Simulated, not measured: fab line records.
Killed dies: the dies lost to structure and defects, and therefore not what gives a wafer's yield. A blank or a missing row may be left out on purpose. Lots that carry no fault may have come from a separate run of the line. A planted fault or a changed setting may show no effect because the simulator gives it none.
A lot that was struck, set against a sound lot ; flow sky130 ; 30 steps out of a route of 708
Sound: these wafers, L224.2, L224.3, L224.6. Wafers L216.1, L216.2, L216.3 were the ones struck. Last of all comes the cause.
At each step with rows: each side's tool, then ch and its chambers, then its first start. Under that, the readings that differ: sound wafers ; struck wafers ; difference of the means ; sigmas: that difference in standard deviations of wafers without a fault.
alike: same words and numbers on both sides, and readings whose means sit less than 2 such deviations apart. not compared: any withheld reading, any reading some wafer has no value for, any bound like >300 that may hide the same value, and any number with overlapping values for which the record gives no deviation.
A row with sigmas, a row that says differs or no value, or rows on one side alone: a step with any of these is where the two part. Numbers that don't overlap but have no deviation are shown without sigmas and don't part them. Lack of a reading on every wafer of one side parts them only where that side has two or more wafers.

SKY_METAL4_CD_MEAS_13: the cd target is 300 nm.
  struck on cd sem-02, day 45 09:34; sound on cd sem-02, day 47 11:16
  alike: cd nm
SKY_METAL4_OVL_MEAS_14:
  struck on overlay-01, day 45 09:41; sound on overlay-01, day 47 11:22
  alike: METAL4_OVL
SKY_METAL4_DESCUM_15: chemistry O2, time 8 s.
  sound on rie metal-01 ch 0,1, day 47 11:24; struck on rie metal-01 ch 0,1, day 45 09:44
  alike: chamber pressure mTorr, drypump motor current A, oes product au
  not compared: rf hours counter h
SKY_METAL4_ETCH_16: etches BARC in N2/H2, stops on SiO2, time 88.2 s, target depth 60 nm.
  sound on rie metal-01 ch 0,1, day 47 11:26; struck on rie metal-01 ch 0,1, day 45 09:46
  alike: chamber pressure mTorr, drypump motor current A, oes product au, throttle valve pct
  not compared: rf hours counter h
SKY_METAL4_ETCH_17: etches SiO2 in C4F8/O2/Ar, stops on TiN, time 3.9 s, target depth 15 nm.
  sound on rie diel-02 ch 1,2, day 47 11:32; struck on rie diel-04 ch 1,2,3, day 45 09:52
  alike: chamber pressure mTorr, oes product au
  not compared: rf hours counter h
SKY_METAL4_METAL_ETCH_18: etches the open film in Cl2/BCl3, stops on SiO2, target depth 845 nm, time 183.1 s.
  sound on rie metal-04 ch 0,1, day 47 11:33; struck on rie metal-03 ch 0,1, day 45 09:53
reading;sound;struck;difference;sigmas
oes product au (a.u.);0.857 0.854 0.854;0.865 0.864 0.868;+0.011;+2
  alike: chamber pressure mTorr, drypump motor current A, throttle valve pct
  not compared: rf hours counter h
then, 5 steps without rows for these wafers: SKY_METAL4_STRIP_19 (strips in O2/N2); SKY_METAL4_STRIP_20 (strips in post etch residue remover, time 1200 s); SKY_METAL4_CLEAN_21 (cleans in IPA, time 180 s); SKY_METAL4_CLEAN_22 (cleans in O3/DIW); SKY_VIA4_HDPCVD_00 (deposits SiO2, target thk 1750 nm, time 291.7 s).
SKY_VIA4_THK_MEAS_01:
  struck on film metro-04, day 45 10:50; sound on film metro-03, day 47 12:56
  alike: VIA4_HDPCVD_THK
SKY_VIA4_CMP_02: polishes SiO2.
  sound on cmp-02 ch 0,1,2, day 47 13:02; struck on cmp-01 ch 0,2,3, day 45 10:53
  no value came back on the struck wafers for edge zone pressure frac, head pressure psi (psi), motor current A (A); on the sound wafers edge zone pressure frac reads 0.999 0.999 0.998
reading;sound;struck;difference;sigmas
model.SiO2_of_VIA4_HDPCVD_00.thk nm (nm);580.5 580.7 579.3;1747 1753 1756;+1172;
SKY_VIA4_BOW_MEAS_03:
  struck on film metro-01, day 45 11:11; sound on film metro-03, day 47 13:19
reading;sound;struck;difference;sigmas
VIA4_BOW (um);90 84 84;134 138 139;+51;+8
then, 7 steps without rows for these wafers: SKY_VIA4_DEHYDRATE_04 (time 60 s); SKY_VIA4_HMDS_05 (prime time 60 s); SKY_VIA4_COAT_06 (resist thk 1140 nm); SKY_VIA4_SOFTBAKE_07 (time 60 s); SKY_VIA4_EXPOSE_08 (exposes mask VIM4, target cd 800 nm); SKY_VIA4_PEB_09; SKY_VIA4_DEVELOP_10 (develop time 60 s).
SKY_VIA4_OVL_MEAS_11:
  struck on overlay-02, day 46 07:52; sound on overlay-01, day 48 08:26
  alike: VIA4_OVL
SKY_VIA4_ETCH_12: etches SiO2 in C4F8/O2/Ar, stops on TiN, target depth 580 nm.
  sound on rie diel-02 ch 2,3, day 48 08:28; struck on rie diel-03 ch 0,1,2, day 46 07:55
reading;sound;struck;difference;sigmas
oes product au (a.u.);0.934 0.931 0.931;1.631 1.609 1.627;+0.690;+99 or more
model.etch.depth nm (nm);580.5 580.7 579.3;658.9 643.6 657.6;+73.2;
model.VIA4.feature depth nm (nm);580.5 580.7 579.3;658.9 643.6 657.6;+73.2;
  alike: chamber pressure mTorr
SKY_VIA4_STRIP_13: strips in O2/N2.
  sound on plasma asher-02 ch 0, day 48 08:32; struck on plasma asher-01 ch 0,1, day 46 07:59
  alike: chamber pressure mTorr, drypump motor current A, oes product au, strip time to endpoint s
  not compared: rf hours counter h
then, 5 steps without rows for these wafers: SKY_VIA4_STRIP_14 (strips in post etch residue remover, time 1200 s); SKY_VIA4_CLEAN_15 (cleans in IPA, time 180 s); SKY_VIA4_CLEAN_16 (cleans in O3/DIW); SKY_VIA4_SPUTTER_17 (material TiN, target thk 20 nm, time 80 s); SKY_VIA4_CVD_18 (deposits W, target thk 505 nm, time 152.14 s).
SKY_VIA4_CMP_21: polishes, stops on SiO2, t overpolish 25 s, target thk 0 nm.
  sound on cmp-01 ch 1,2,3, day 48 09:38; struck on cmp-01 ch 0,1,2, day 46 08:58
reading;sound;struck;difference;sigmas
model.SiO2_of_VIA4_HDPCVD_00.thk nm (nm);575 575.2 573.8;1741 1748 1751;+1172;
  alike: edge zone pressure frac, head pressure psi, motor current A

WHERE THEY PART
Earliest at SKY_METAL4_METAL_ETCH_18; latest, in this record, at SKY_VIA4_ETCH_12. Later steps at which nothing parts them and some readings are alike: SKY_VIA4_STRIP_13, SKY_VIA4_CMP_21.

WHY: whatever the simulator had introduced
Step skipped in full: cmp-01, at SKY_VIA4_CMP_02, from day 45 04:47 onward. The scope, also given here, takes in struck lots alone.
